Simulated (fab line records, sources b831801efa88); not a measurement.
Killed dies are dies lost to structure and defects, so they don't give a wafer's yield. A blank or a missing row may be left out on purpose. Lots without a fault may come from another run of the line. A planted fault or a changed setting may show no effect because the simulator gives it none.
Chamber matching | flow sky130 | SKY_VIA3_ETCH_15 on rie_diel-03: 4 sister chambers
The step etches SiO2 in C4F8/O2/Ar, stops on TiN, target depth 507 nm, time 78 s. 7 wafers are shown with their chamber, then 7 later ones without.

WAFERS WITH THEIR CHAMBER
wafer  | chamber | oes_product_au (a.u.)
L489.3 | 3       | 0.945
L494.2 | 2       | 0.946
L494.4 | 1       | 0.945
L495.4 | 1       | 0.947
L495.6 | 0       | 0.944
L496.2 | 2       | 0.942
L496.3 | 0       | 0.928

WAFERS WITHOUT THEIR CHAMBER
wafer  | oes_product_au (a.u.)
L496.6 | 0.951
L503.2 | 0.950
L503.3 | 0.945
L503.5 | 0.943
L512.1 | 0.956
L512.4 | 0.951
L512.6 | 0.942

WHICH CHAMBER EACH WENT THROUGH
wafer  | from the rows above               | in truth
L496.6 | can't be placed: 1 or 3 or 2 or 0 | 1
L503.2 | can't be placed: 1 or 3 or 2 or 0 | 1
L503.3 | can't be placed: 3 or 1 or 2 or 0 | 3
L503.5 | can't be placed: 2 or 3 or 1 or 0 | 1
L512.1 | can't be placed: 1 or 3 or 2 or 0 | 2
L512.4 | can't be placed: 1 or 3 or 2 or 0 | 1
L512.6 | can't be placed: 2 or 3 or 1 or 0 | 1
Placed correctly: 0 of 7. Can't be placed from these rows: 7 (the true chamber is among the candidates in 7). Placed wrongly: 0.
How it was worked out, from the rows above alone: a wafer's distance from a chamber is the root of the sum, over the readings, of the square of ((its reading less the chamber's mean) divided by the reading's scatter). The wafer belongs to the nearest chamber; if the next one is less than 2 further off, it can't be placed. A chamber's mean is the mean of its shown wafers. The scatter: the root of (the sum of the squares of (reading less its chamber's mean) over the shown wafers, divided by (wafers less chambers)).
